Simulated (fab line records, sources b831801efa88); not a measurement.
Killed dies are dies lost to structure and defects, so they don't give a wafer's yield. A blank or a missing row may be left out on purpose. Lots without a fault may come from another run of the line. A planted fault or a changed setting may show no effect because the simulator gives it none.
Which tool did it? | flow sky130 | 12 lots, 36 wafers sampled, at 1 step of a route of 708

WHAT THE GAUGES READ, wafer by wafer
SKY_VIA2_CD_MEAS_12: target cd 200 nm. Usual: cd_nm 200.0 nm, standard deviation 1.4.
lot  | measured     | on        | cd_nm (nm)        | flag
L622 | day 36 23:57 | cd_sem-02 | 203.0 201.3 201.7 |
L624 | day 37 07:44 | cd_sem-01 | 199.8 199.9 198.7 |
L625 | day 37 11:18 | cd_sem-02 | 200.4 199.0 199.5 |
L626 | day 37 23:58 | cd_sem-01 | 199.0 198.0 199.7 |
L627 | day 38 02:58 | cd_sem-01 | 201.3 201.0 201.1 |
L630 | day 39 01:09 | cd_sem-02 | 198.5 197.8 198.9 |
L631 | day 39 21:29 | cd_sem-02 | 199.9 200.9 199.8 |
L633 | day 40 05:19 | cd_sem-01 | 198.1 199.7 199.3 |
L634 | day 40 09:47 | cd_sem-01 | 199.1 197.1 197.8 |
L635 | day 40 19:19 | cd_sem-02 | 200.8 200.4 199.7 |
L645 | day 43 11:29 | cd_sem-01 | 201.3 201.4 203.3 |
L644 | day 43 16:21 | cd_sem-01 | 199.3 199.5 197.5 |

WHICH TOOL RAN EACH LOT (tool, then ch and the chambers of the sampled wafers, then the start)
The record holds no process step before these readings.

WHAT THE TOOLS THEMSELVES READ (means of the sampled wafers that have a number; where no wafer has one, the mark that the record gives instead)
The record holds no such reading with a usual standard deviation.

THE ANSWER, worked out from the rows above alone
Rule: a lot is off if the mean of its wafers that have a number lies more than 3 standard deviations from the usual mean. A lot without any number at a reading at which 4 lots or more have one is off too. The other lots that the step has rows for count as sound. The gauges are gone through in route order, then the tools' own readings, and for those a lot's mean is taken as printed above. The first step at which some lot is off is used, and at that step the reading that is off furthest; a lot without a number counts as furthest.
No lot is off at any reading shown: from this, nothing can be told.

WHAT THE SIMULATOR HAD PUT IN
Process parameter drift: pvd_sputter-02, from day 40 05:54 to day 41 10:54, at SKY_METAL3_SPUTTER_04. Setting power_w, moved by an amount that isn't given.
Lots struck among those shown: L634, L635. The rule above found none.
